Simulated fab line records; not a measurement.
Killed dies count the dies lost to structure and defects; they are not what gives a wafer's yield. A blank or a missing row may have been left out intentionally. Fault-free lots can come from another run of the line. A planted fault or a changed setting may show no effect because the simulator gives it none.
fab line records	flow sky130
[record] lots = 14	wafers = 42	last-day = 50
route steps=708 shown NWELL@33 VIA1@473 METAL2@483 PAD_OPEN@708
lots untouched by any fault: they come from a run of this same line in which no faults occurred
start-h: the number of hours between the record's first day and the start of the first shown wafer of the lot	wait-h: time in hours since the lot's previous step	" identical to the entry in the row above	L1.1+2: a row that stands for several wafers	- either no value or no given start	* or withheld: withheld	< > ~ a bound
route shown NAME@n: NAME is a module with steps in the file, n the number in the route of the first one	usual: average and standard deviation across the fault-free wafers	same: alike in all rows	chamber/n: place in a boat	sites: each site's reading	_std_site: standard deviation of those values	_edge_site: mean of outer sites minus mean of inner sites	radius-mm: how far each site lies from the wafer's centre	mask NAME#n: copy n	behind: tool/chamber where the wafer was last shaped	hold: why the lot went on hold/how many hours it stayed there/how the hold came to an end	device: names the non-switching transistor (n, p or np)	end of line: the route-end tests of the same wafers	where a step has no rows: the recipe by itself	killed: not the wafer's yield, but the dies lost to structure and defects at the first sort	map: dies across one wafer; x = killed, . = not, _ = none there
set.NAME: the setting that was run; set.NAME@STEP: the one run at that earlier step	model.NAME: the simulator's own value behind a step, which no gauge read
a sample of lots followed through the steps of the route, with each step as a table and each wafer as a row
services: from which hour (start-h, from the record's first day; less than 0 if before it) a tool's chamber was out of use, for how many hours, and why
[[steps]]
[step SKY_NWELL_OXIDATION_01]
[recipe] temp-c = 900	ambient = O2	stabilise-s = 600	purge-s = 300	target-thk-a = 100	ox-time-s = 1418
[usual] spike-tc-centre-C = 900.5/1.4	spike-tc-upper-C = 899.5/0.96
[same] ox-time-s = 1418
lot.wafer	tool	chamber	start-h	wait-h	spike-tc-centre-C	spike-tc-upper-C
L209.1	furnace-02	0	38.29	0.6	898.2	899.8
L209.3	"	0	"	"	899.5	900.0
L209.6	"	0	"	"	898.6	899.4
L212.1	furnace-01	0	52.52	0.6	902.4	901.6
L212.2	"	0	"	"	903.1	899.7
L212.5	"	0	"	"	901.5	900.3
L213.2	furnace-01	0	54.09	0.0	902.6	899.2
L213.5	"	0	"	"	901.8	899.1
L213.6	"	0	"	"	901.0	898.5
L214.1	furnace-01	0	63.16	1.4	902.8	899.3
L214.2	"	0	"	"	903.1	900.5
L214.4	"	0	"	"	903.3	899.4
L215.1	furnace-02	0	67.97	2.0	899.9	900.9
L215.3	"	0	"	"	899.6	899.2
L215.4	"	0	"	"	896.9	899.6
L216.1	furnace-01	0	73.67	0.5	901.9	898.7
L216.3	"	0	"	"	901.0	899.1
L216.6	"	0	"	"	900.6	899.9
L218.1	furnace-02	0	81.63	0.8	899.2	901.6
L218.2	"	0	"	"	898.6	900.0
L218.5	"	0	"	"	899.1	898.0
L219.2	furnace-01	0	85.64	0.3	900.5	898.4
L219.4	"	0	"	"	900.9	899.1
L219.5	"	0	"	"	903.6	897.5
L220.3	furnace-02	0	92.48	0.0	900.5	899.5
L220.4	"	0	"	"	899.1	898.3
L220.5	"	0	"	"	899.5	900.2
L221.1	furnace-02	0	96.89	0.5	898.9	899.5
L221.2	"	0	"	"	899.5	899.0
L221.6	"	0	"	"	899.5	900.9
L222.2	furnace-02	0	101.22	1.0	900.5	899.6
L222.3	"	0	"	"	899.9	899.3
L222.6	"	0	"	"	898.9	898.6
L226.1	furnace-01	0	124.94	0.6	902.4	899.9
L226.2	"	0	"	"	902.3	899.4
L226.6	"	0	"	"	900.9	899.1
L229.3	furnace-02	0	138.87	0.0	900.5	898.7
L229.5	"	0	"	"	898.8	899.2
L229.6	"	0	"	"	899.2	900.4
L230.1	furnace-02	0	143.11	0.4	898.8	900.6
L230.4	"	0	"	"	899.9	898.5
L230.6	"	0	"	"	900.3	899.4
[step SKY_VIA1_ETCH_15]
[recipe] target = SiO2	chemistry = C4F8/O2/Ar	target-depth-nm = 351	stop-on = TiN	mask-material = KrF-thick	source-w = 1477	bias-w = 1200	pressure-mtorr = 40	c4f8-flow-sccm = withheld	O2_flow_sccm = 6	Ar_flow_sccm = 300	time-s = 54
[usual] oes-product-au = 0.980/0.005
lot.wafer	tool	chamber	start-h	wait-h	oes-product-au	rf-hours-counter-h
L209.1	rie-diel-01	1	795.44	0.0	0.981	2
L209.3	"	0	"	"	0.973	9
L209.6	"	2	"	"	0.981	-
L213.2	rie-diel-03	3	822.34	0.0	0.985	4
L213.5	"	3	"	"	0.977	-
L213.6	"	2	"	"	0.986	-
L212.1	rie-diel-04	3	822.50	0.0	0.975	19
L212.2	"	2	"	"	0.975	9
L212.5	"	1	"	"	0.972	-
L214.1	rie-diel-03	2	839.70	0.0	0.972	3
L214.2	"	0	"	"	0.971	12
L214.4	"	1	"	"	0.976	13
L215.1	rie-diel-01	3	845.94	0.0	0.981	1
L215.3	"	0	"	"	0.978	11
L215.4	"	2	"	"	0.987	20
L216.1	rie-diel-04	2	853.04	0.0	0.983	10
L216.3	"	1	"	"	0.986	7
L216.6	"	1	"	"	0.976	-
L218.1	rie-diel-03	2	865.22	0.0	0.979	4
L218.2	"	1	"	"	0.987	14
L218.5	"	2	"	"	0.981	-
L219.2	rie-diel-01	0	870.85	0.0	0.975	11
L219.4	"	1	"	"	0.970	5
L219.5	"	0	"	"	0.979	-
L220.3	rie-diel-03	1	882.39	0.0	0.986	15
L220.4	"	2	"	"	0.984	4
L220.5	"	3	"	"	0.976	-
L221.1	rie-diel-03	2	885.44	0.0	0.982	4
L221.2	"	0	"	"	0.979	13
L221.6	"	3	"	"	0.982	-
L222.2	rie-diel-01	3	892.46	0.0	0.986	3
L222.3	"	0	"	"	0.983	12
L222.6	"	1	"	"	0.977	-
L226.1	rie-diel-04	0	931.89	0.0	0.981	3
L226.2	"	1	"	"	0.972	10
L226.6	"	0	"	"	0.987	-
L229.3	rie-diel-03	2	940.22	0.0	0.984	6
L229.5	"	2	"	"	0.987	-
L229.6	"	1	"	"	0.986	-
L230.1	rie-diel-03	2	946.30	0.0	0.979	6
L230.4	"	0	"	"	0.977	14
L230.6	"	2	"	"	0.989	-
[step SKY_METAL2_SPUTTER_00]
[recipe] material = Ti	target-thk-nm = 15	power-w = 3000	time-s = 10	chamber-pressure-pa = 0.4
[usual] throttle-valve-pct = 30.2/0.95
lot.wafer	tool	chamber	start-h	wait-h	throttle-valve-pct
L209.1	pvd-sputter-01	-	796.72	0.1	30.5
L209.3	"	-	"	"	30.6
L209.6	"	-	"	"	30.2
L213.2	pvd-sputter-02	-	823.66	0.2	29.5
L213.5	"	-	"	"	29.6
L213.6	"	-	"	"	30.9
L212.1	pvd-sputter-04	-	823.82	0.1	28.9
L212.2	"	-	"	"	31.5
L212.5	"	-	"	"	28.8
L214.1	pvd-sputter-02	-	840.97	0.1	31.9
L214.2	"	-	"	"	30.6
L214.4	"	-	"	"	29.4
L215.1	pvd-sputter-01	-	847.31	0.2	30.4
L215.3	"	-	"	"	29.5
L215.4	"	-	"	"	30.8
L216.1	pvd-sputter-02	-	854.31	0.1	32.0
L216.3	"	-	"	"	29.3
L216.6	"	-	"	"	29.2
L218.1	pvd-sputter-04	-	866.50	0.2	29.7
L218.2	"	-	"	"	31.4
L218.5	"	-	"	"	28.8
L219.2	pvd-sputter-01	-	872.12	0.1	30.5
L219.4	"	-	"	"	30.2
L219.5	"	-	"	"	30.4
L220.3	pvd-sputter-02	-	883.66	0.1	32.2
L220.4	"	-	"	"	29.2
L220.5	"	-	"	"	29.2
L221.1	pvd-sputter-01	-	886.71	0.2	30.7
L221.2	"	-	"	"	30.4
L221.6	"	-	"	"	30.7
L222.2	pvd-sputter-02	-	893.78	0.1	29.3
L222.3	"	-	"	"	31.9
L222.6	"	-	"	"	32.0
L226.1	pvd-sputter-02	-	937.43	0.2	31.6
L226.2	"	-	"	"	30.7
L226.6	"	-	"	"	30.3
L229.3	pvd-sputter-04	-	941.57	0.1	29.5
L229.5	"	-	"	"	29.0
L229.6	"	-	"	"	29.5
L230.1	pvd-sputter-01	-	947.65	0.1	30.6
L230.4	"	-	"	"	30.5
L230.6	"	-	"	"	30.5
[step SKY_METAL2_RS_MEAS_05]
[recipe] thk-meas-gauge = four-point-probe	reads = TiN_of_METAL2_SPUTTER_04+Ti_of_METAL2_SPUTTER_03+AlCu_of_METAL2_SPUTTER_02+TiN_of_METAL2_SPUTTER_01+Ti_of_METAL2_SPUTTER_00
[usual] METAL2_ALCU_RS = 0.1266/0.0013
lot.wafer	tool	chamber	start-h	wait-h	METAL2_ALCU_RS[ohm/sq]
L209.1	film-metro-04	-	796.86	0.0	0.1263
L209.3	"	-	"	"	0.1269
L209.6	"	-	"	"	0.1268
L213.2	film-metro-04	-	823.82	0.0	0.1254
L213.5	"	-	"	"	0.1271
L213.6	"	-	"	"	0.1266
L212.1	film-metro-01	-	823.96	0.0	0.1290
L212.2	"	-	"	"	0.1285
L212.5	"	-	"	"	0.1285
L214.1	film-metro-03	-	841.11	0.0	0.1267
L214.2	"	-	"	"	0.1273
L214.4	"	-	"	"	0.1251
L215.1	film-metro-03	-	847.45	0.0	0.1277
L215.3	"	-	"	"	0.1288
L215.4	"	-	"	"	0.1277
L216.1	film-metro-03	-	854.45	0.0	0.1241
L216.3	"	-	"	"	0.1254
L216.6	"	-	"	"	0.1245
L218.1	film-metro-04	-	866.64	0.0	0.1265
L218.2	"	-	"	"	0.1264
L218.5	"	-	"	"	0.1274
L219.2	film-metro-03	-	872.28	0.0	0.1246
L219.4	"	-	"	"	0.1250
L219.5	"	-	"	"	0.1240
L220.3	film-metro-01	-	883.84	0.1	0.1288
L220.4	"	-	"	"	0.1277
L220.5	"	-	"	"	0.1268
L221.1	film-metro-01	-	886.85	0.0	0.1257
L221.2	"	-	"	"	0.1264
L221.6	"	-	"	"	0.1264
L222.2	film-metro-03	-	893.94	0.0	0.1270
L222.3	"	-	"	"	0.1268
L222.6	"	-	"	"	0.1270
L226.1	film-metro-04	-	937.57	0.0	0.1254
L226.2	"	-	"	"	0.1261
L226.6	"	-	"	"	0.1260
L229.3	film-metro-03	-	941.75	0.1	0.1283
L229.5	"	-	"	"	0.1291
L229.6	"	-	"	"	0.1291
L230.1	film-metro-03	-	947.79	0.0	0.1280
L230.4	"	-	"	"	0.1285
L230.6	"	-	"	"	0.1269
[step SKY_PAD_OPEN_PROBE_99]
[usual] killed_at_M0_to_M3 = 44/6.2	killed_at_M4_up = 3.3/1.7	killed-at-contacts = 24/4.9	killed-at-front-end = 16/5	killed-at-other = 0.3/0.48	killed-dies = 88/9	killed-on-rim = 17/3.7	killed-open = 48/7	killed-short = 39/6.1
[same] gross-dies = 492	killed-at-back-side = 0
lot.wafer	tool	chamber	start-h	wait-h	hold	killed_at_M0_to_M3	killed_at_M4_up	killed-at-contacts	killed-at-front-end	killed-at-other	killed-dies	killed-on-rim	killed-open	killed-short
L213.2	prober-02	-	1102.82	0.1	-	35	3	22	12	0	72	17	42	26
L213.5	prober-02	-	1102.97	0.2	-	43	1	24	8	0	76	12	44	31
L213.6	prober-02	-	1103.02	0.2	-	51	3	25	10	0	89	17	55	34
L214.1	prober-02	-	1110.90	0.1	-	43	3	24	13	0	83	17	48	34
L214.2	prober-02	-	1110.95	0.1	-	35	5	16	18	0	74	11	36	34
L215.4	prober-01	-	1115.08	0.2	-	48	6	24	21	1	100	28	59	41
L216.1	prober-02	-	1118.32	0.1	-	39	2	31	23	2	97	13	52	45
L216.3	prober-02	-	1118.42	0.2	-	46	3	34	11	1	95	16	60	34
L216.6	prober-02	-	1118.57	0.2	-	42	3	28	17	0	90	18	53	37
L218.1	prober-02	-	1133.26	0.1	-	45	2	21	15	1	84	17	52	32
L218.2	prober-02	-	1133.31	0.1	-	43	6	22	19	0	90	13	43	45
L218.5	prober-02	-	1133.46	0.2	-	39	2	21	18	1	81	14	47	32
L219.2	prober-01	-	1133.74	0.1	-	36	4	29	13	1	83	16	44	39
L219.4	prober-01	-	1133.84	0.2	-	43	4	26	16	1	90	18	45	42
L219.5	prober-01	-	1133.89	0.2	-	50	4	24	14	0	92	17	40	50
L220.3	prober-02	-	1142.99	0.2	-	46	4	18	13	0	81	15	48	33
L220.4	prober-02	-	1143.04	0.2	-	38	4	26	26	1	95	19	61	34
L220.5	prober-02	-	1143.09	0.2	-	51	1	25	20	1	98	14	53	44
L221.1	prober-01	-	1144.95	0.1	-	35	6	20	26	0	87	14	38	49
L221.6	prober-01	-	1145.20	0.2	-	35	2	26	12	0	75	14	42	33
L222.2	prober-02	-	1150.49	0.1	-	43	0	25	9	0	77	12	37	40
L222.3	prober-02	-	1150.54	0.2	-	32	3	26	13	0	74	17	39	35
L222.6	prober-02	-	1150.69	0.2	-	47	3	29	16	0	95	23	56	39
L226.1	prober-02	-	1186.37	0.1	-	44	4	15	19	1	83	17	42	41
L226.2	prober-02	-	1186.42	0.1	-	42	4	27	13	0	86	17	48	36
L229.3	prober-01	-	1189.13	0.2	await-dispo/2.0h/release	42	1	25	219	1	288	57	40	40
L229.5	prober-01	-	1189.23	0.2	await-dispo/2.0h/release	38	5	17	230	0	290	48	37	33
L229.6	prober-01	-	1189.28	0.2	await-dispo/2.0h/release	36	3	19	233	0	291	58	45	25
L230.1	prober-02	-	1189.82	0.1	await-dispo/1.7h/release	32	3	19	211	1	266	46	35	27
L230.4	prober-02	-	1189.97	0.2	await-dispo/1.7h/release	36	2	19	211	0	268	52	38	31
L230.6	prober-02	-	1190.07	0.2	await-dispo/1.7h/release	31	4	17	234	0	286	45	28	32
// killed by level:class
L213.2 VIA1:geometric-particle:open=11 LOCAL_INTERCONNECT:geometric-particle:short=8 VIA2:geometric-particle:open=7 CONTACT:geometric-particle:open=6 METAL1:geometric-particle:short=5 LI_CONTACT:geometric-particle:open=4 VIA3:geometric-particle:open=4 POLY_GATE:area-etch=4
L213.5 VIA1:geometric-particle:open=11 VIA3:geometric-particle:open=8 LI_CONTACT:geometric-particle:open=7 CONTACT:geometric-particle:open=5 FIELD_ISO:geometric-particle:short=4 CONTACT:geometric-particle:short=4 VIA1:geometric-particle:short=4 LI_CONTACT:geometric-particle:short=3
L213.6 VIA1:geometric-particle:open=18 CONTACT:geometric-particle:open=10 VIA2:geometric-particle:open=7 LI_CONTACT:geometric-particle:open=6 VIA3:geometric-particle:open=6 METAL2:geometric-particle:short=5 CONTACT:geometric-particle:short=4 VIA2:geometric-particle:short=4
L214.1 VIA1:geometric-particle:open=16 LI_CONTACT:geometric-particle:open=9 CONTACT:geometric-particle:open=6 METAL1:geometric-particle:short=6 LOCAL_INTERCONNECT:geometric-particle:short=5 METAL3:geometric-particle:short=5 FIELD_ISO:geometric-particle:short=4 FIELD_ISO:geometric-particle:open=4
L214.2 METAL1:geometric-particle:short=8 CONTACT:geometric-particle:open=7 VIA1:geometric-particle:open=6 POLY_GATE:geometric-particle:open=5 VIA2:geometric-particle:open=4 METAL4:geometric-particle:short=4 FIELD_ISO:geometric-particle:short=3 CONTACT:geometric-particle:short=3
L215.4 VIA1:geometric-particle:open=10 CONTACT:geometric-particle:open=10 FIELD_ISO:geometric-particle:open=8 METAL1:geometric-particle:short=7 VIA3:geometric-particle:open=7 VIA2:geometric-particle:open=6 POLY_GATE:geometric-particle:short=5 LI_CONTACT:geometric-particle:open=5
L216.1 CONTACT:geometric-particle:open=18 VIA1:geometric-particle:open=14 LOCAL_INTERCONNECT:geometric-particle:short=8 FIELD_ISO:geometric-particle:short=6 VIA3:geometric-particle:open=6 POLY_GATE:geometric-particle:short=4 SPACER:geometric-particle:short=4 CONTACT:geometric-particle:short=4
L216.3 VIA1:geometric-particle:open=15 CONTACT:geometric-particle:open=10 CONTACT:geometric-particle:short=9 VIA2:geometric-particle:open=9 LI_CONTACT:geometric-particle:open=7 VIA3:geometric-particle:open=7 FIELD_ISO:geometric-particle:short=4 LOCAL_INTERCONNECT:geometric-particle:short=3
L216.6 CONTACT:geometric-particle:open=14 VIA1:geometric-particle:open=10 VIA2:geometric-particle:open=8 LI_CONTACT:geometric-particle:open=7 VIA3:geometric-particle:open=6 METAL3:geometric-particle:short=6 CONTACT:geometric-particle:short=5 FIELD_ISO:geometric-particle:short=4
L218.1 VIA1:geometric-particle:open=11 CONTACT:geometric-particle:open=11 VIA2:geometric-particle:open=9 VIA3:geometric-particle:open=7 LI_CONTACT:geometric-particle:open=6 VIA2:geometric-particle:short=5 FIELD_ISO:geometric-particle:short=4 POLY_GATE:geometric-particle:short=3
L218.2 CONTACT:geometric-particle:open=9 VIA2:geometric-particle:open=9 VIA1:geometric-particle:open=7 CONTACT:geometric-particle:short=5 METAL2:geometric-particle:short=5 METAL4:geometric-particle:short=5 FIELD_ISO:geometric-particle:short=4 POLY_GATE:geometric-particle:short=4
L218.5 VIA1:geometric-particle:open=15 FIELD_ISO:geometric-particle:open=6 LI_CONTACT:geometric-particle:open=6 CONTACT:geometric-particle:open=6 METAL1:geometric-particle:short=5 VIA2:geometric-particle:open=5 FIELD_ISO:geometric-particle:short=4 LOCAL_INTERCONNECT:geometric-particle:short=4
L219.2 LI_CONTACT:geometric-particle:open=9 CONTACT:geometric-particle:open=8 VIA2:geometric-particle:open=6 VIA1:geometric-particle:open=5 METAL2:geometric-particle:short=5 METAL1:geometric-particle:short=5 VIA1:geometric-particle:short=5 LOCAL_INTERCONNECT:geometric-particle:short=4
L219.4 VIA1:geometric-particle:open=13 CONTACT:geometric-particle:open=10 LI_CONTACT:geometric-particle:open=8 METAL2:geometric-particle:short=7 METAL1:geometric-particle:short=5 METAL3:geometric-particle:short=5 POLY_GATE:geometric-particle:short=4 CONTACT:geometric-particle:short=4
L219.5 METAL1:geometric-particle:short=12 METAL2:geometric-particle:short=11 LI_CONTACT:geometric-particle:open=10 VIA1:geometric-particle:open=6 POLY_GATE:geometric-particle:short=4 CONTACT:geometric-particle:open=4 VIA2:geometric-particle:open=4 VIA2:geometric-particle:short=4
L220.3 VIA1:geometric-particle:open=15 METAL1:geometric-particle:short=7 CONTACT:geometric-particle:open=6 POLY_GATE:geometric-particle:short=5 VIA2:geometric-particle:open=5 VIA3:geometric-particle:open=5 FIELD_ISO:geometric-particle:open=4 LI_CONTACT:geometric-particle:open=4
L220.4 VIA1:geometric-particle:open=9 VIA2:geometric-particle:open=9 FIELD_ISO:geometric-particle:open=8 CONTACT:geometric-particle:open=8 POLY_GATE:geometric-particle:open=7 VIA3:geometric-particle:open=7 LI_CONTACT:geometric-particle:open=6 FIELD_ISO:geometric-particle:short=5
L220.5 VIA1:geometric-particle:open=10 VIA3:geometric-particle:open=9 CONTACT:geometric-particle:open=8 VIA2:geometric-particle:open=6 METAL2:geometric-particle:short=6 FIELD_ISO:geometric-particle:open=5 FIELD_ISO:geometric-particle:short=5 LI_CONTACT:geometric-particle:short=4
L221.1 VIA1:geometric-particle:open=10 FIELD_ISO:geometric-particle:short=7 LI_CONTACT:geometric-particle:open=6 FIELD_ISO:geometric-particle:open=5 CONTACT:geometric-particle:short=5 METAL4:geometric-particle:short=5 SPACER:geometric-particle:open=4 SPACER:geometric-particle:short=4
L221.6 LI_CONTACT:geometric-particle:open=8 VIA3:geometric-particle:open=8 CONTACT:geometric-particle:open=6 CONTACT:geometric-particle:short=6 LOCAL_INTERCONNECT:geometric-particle:short=5 VIA1:geometric-particle:open=4 VIA2:geometric-particle:open=4 FIELD_ISO:geometric-particle:open=3
L222.2 CONTACT:geometric-particle:open=11 VIA1:geometric-particle:open=10 METAL1:geometric-particle:short=8 LOCAL_INTERCONNECT:geometric-particle:short=6 VIA1:geometric-particle:short=6 VIA2:geometric-particle:open=5 CONTACT:geometric-particle:short=4 VIA3:geometric-particle:open=4
L222.3 CONTACT:geometric-particle:open=16 METAL2:geometric-particle:short=6 VIA3:geometric-particle:open=6 METAL1:geometric-particle:short=5 CONTACT:geometric-particle:short=4 VIA1:geometric-particle:open=4 FIELD_ISO:geometric-particle:open=3 FIELD_ISO:geometric-particle:short=3
L222.6 VIA1:geometric-particle:open=15 CONTACT:geometric-particle:open=9 LI_CONTACT:geometric-particle:open=8 CONTACT:geometric-particle:short=6 METAL1:geometric-particle:short=6 FIELD_ISO:geometric-particle:open=5 VIA1:geometric-particle:short=5 VIA3:geometric-particle:open=5
L226.1 VIA1:geometric-particle:open=14 FIELD_ISO:geometric-particle:short=8 CONTACT:geometric-particle:open=7 METAL1:geometric-particle:short=6 VIA1:geometric-particle:short=6 VIA3:geometric-particle:open=4 METAL2:geometric-particle:short=4 VIA2:geometric-particle:open=4
L226.2 VIA1:geometric-particle:open=10 CONTACT:geometric-particle:open=10 VIA3:geometric-particle:open=10 METAL1:geometric-particle:short=6 LI_CONTACT:geometric-particle:open=4 LOCAL_INTERCONNECT:geometric-particle:short=4 CONTACT:geometric-particle:short=4 METAL4:geometric-particle:short=4
L229.3 NWELL:unspecified=208 VIA1:geometric-particle:open=11 FIELD_ISO:geometric-particle:open=8 LI_CONTACT:geometric-particle:open=7 CONTACT:geometric-particle:open=6 METAL1:geometric-particle:short=6 VIA1:geometric-particle:short=6 VIA3:geometric-particle:short=5
L229.5 NWELL:unspecified=220 VIA1:geometric-particle:open=12 CONTACT:geometric-particle:open=7 METAL1:geometric-particle:short=4 VIA1:geometric-particle:short=4 VIA2:geometric-particle:open=4 LOCAL_INTERCONNECT:geometric-particle:short=3 CONTACT:geometric-particle:short=3
L229.6 NWELL:unspecified=219 VIA1:geometric-particle:open=11 CONTACT:geometric-particle:open=10 VIA2:geometric-particle:open=7 FIELD_ISO:geometric-particle:open=5 VIA3:geometric-particle:open=4 POLY_GATE:geometric-particle:short=3 CONTACT:geometric-particle:short=3
L230.1 NWELL:unspecified=204 CONTACT:geometric-particle:open=8 VIA1:geometric-particle:open=5 LI_CONTACT:geometric-particle:open=5 METAL1:geometric-particle:short=5 METAL2:geometric-particle:short=5 VIA1:geometric-particle:short=4 LOCAL_INTERCONNECT:geometric-particle:short=3
L230.4 NWELL:unspecified=199 VIA1:geometric-particle:open=12 CONTACT:geometric-particle:open=10 METAL2:geometric-particle:short=6 METAL3:geometric-particle:short=6 POLY_GATE:geometric-particle:open=4 POLY_GATE:geometric-particle:short=4 VIA2:geometric-particle:open=4
L230.6 NWELL:unspecified=226 VIA1:geometric-particle:short=6 LI_CONTACT:geometric-particle:open=5 METAL1:geometric-particle:short=5 VIA1:geometric-particle:open=5 VIA3:geometric-particle:open=5 VIA2:geometric-particle:open=4 CONTACT:geometric-particle:short=4
[[services]]
tool	chamber	start-h	hours	kind
furnace-02	-	27.60	3.1	pm
rie-diel-03	2	110.39	12.3	repair
rie-diel-03	1	115.02	7.3	repair
furnace-02	-	149.44	4.3	pm
rie-diel-03	-	193.00	10.0	pm
rie-diel-03	2	207.88	1.5	repair
rie-diel-03	1	294.45	10.8	repair
furnace-02	-	309.48	3.7	pm
furnace-02	-	317.53	3.9	pm
furnace-02	-	378.57	1.3	repair
rie-diel-03	1	416.14	5.0	repair
furnace-02	-	484.30	3.2	pm
furnace-02	-	494.38	2.1	repair
furnace-02	-	557.22	4.5	pm
rie-diel-03	-	564.73	2.8	pm
furnace-02	-	591.26	4.3	pm
rie-diel-03	1	598.48	4.4	repair
rie-diel-03	2	647.79	3.4	repair
furnace-02	-	652.30	3.9	pm
rie-diel-03	3	726.45	16.5	repair
rie-diel-03	-	770.02	0.5	repair
furnace-02	-	820.30	3.8	pm
furnace-02	-	826.13	19.1	repair
furnace-02	-	872.85	3.7	pm
[[key]]
[first-sign] step = SKY_PAD_OPEN_PROBE_99	reading = killed-at-front-end	direction = up	sigmas = 41	usual = 16	struck = 223
[effect] step = SKY_PAD_OPEN_PROBE_99	reading = killed-dies	direction = up	sigmas = 21	usual = 88	struck = 282
met-at SKY_NWELL_OXIDATION_01
struck-lots L229,L230
tester-left-out L229,L230
not-acting-at SKY_VIA1_ETCH_15,SKY_METAL2_SPUTTER_00,SKY_METAL2_RS_MEAS_05
onset-between 101.22 138.87
also-fits time
[fault] kind = chamber-particle-source	tool = furnace-02	chamber = -	onset-h = 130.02	steps = SKY_NWELL_OXIDATION_01	rate-per-visit-cm2 = 1.1878	end-h = 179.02
// tester-left-out: of these lots the tester's yield and bins aren't shown, on N5 and GAA mostly nor the transistor test; their killed dies are dies lost to structure and defects alone, not to doping, threshold or leakage, so they don't give the yield
